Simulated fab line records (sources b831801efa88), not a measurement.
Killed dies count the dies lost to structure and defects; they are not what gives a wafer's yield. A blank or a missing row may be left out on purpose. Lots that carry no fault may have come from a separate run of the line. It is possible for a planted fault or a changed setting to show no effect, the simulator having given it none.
What tool caused it?    flow gf180mcu    6 lots with 18 wafers sampled at 2 steps, on a route of 602 steps

WHAT EACH GAUGE READ, for each wafer
GF_HV_LDD_THK_MEAS_57.
lot   measured      on             HV_LDD_CVD_56_THK (nm)
L478  day 12 19:53  film metro-01  88.8 88.8 89.4
L485  day 15 06:08  film metro-04  71.6 71.1 71.4
L493  day 18 02:07  film metro-04  90.6 89.8 90.0
L496  day 19 01:05  film metro-03  89.8 90.0 89.6
L498  day 19 13:43  film metro-03  90.0 89.7 89.8
L500  day 20 04:13  film metro-03  89.6 89.3 89.7

WHICH TOOL RAN EACH LOT (tool, then ch and the chambers of the sampled wafers, then the start)
lot   GF_HV_LDD_CVD_56
L478  lpcvd-01 ch 1, day 12 18:28
L485  lpcvd-02 ch 0, day 15 03:59
L493  lpcvd-02 ch 1, day 18 00:41
L496  lpcvd-02 ch 0, day 18 23:38
L498  lpcvd-02 ch 0, day 19 12:17
L500  lpcvd-02 ch 1, day 20 02:41
- GF_HV_LDD_CVD_56: deposits Si3N4 from DCS/NH3, target thk 90 nm, time 1543 s.

THE ANSWER, worked out from the rows above alone
Rule: the lots themselves supply what counts as usual. Put in order of their means at a reading, lots are off if they are a third of the lots or fewer, leave a main group of 4 or more, and stand apart from it by a gap of 3 or more times the standard deviation of the main group's means; of several such gaps the widest counts. If all means in a main group match to the digits the tables above print for the reading, that group is not used. A lot without any number at a reading at which 4 lots or more have one is off too. All remaining lots with rows at the step are treated as sound.
Off: L485, at GF_HV_LDD_THK_MEAS_57 (HV_LDD_CVD_56_THK). The main group has a mean of 89.7 nm with a standard deviation of 0.38.
A tool fits if, at a process step before that reading, it ran every lot that is off, and no sound lot after the first of them. The gauges at GF_HV_LDD_THK_MEAS_57 are tried like those tools. None of those tried fits.

WHAT THE SIMULATOR PUT IN
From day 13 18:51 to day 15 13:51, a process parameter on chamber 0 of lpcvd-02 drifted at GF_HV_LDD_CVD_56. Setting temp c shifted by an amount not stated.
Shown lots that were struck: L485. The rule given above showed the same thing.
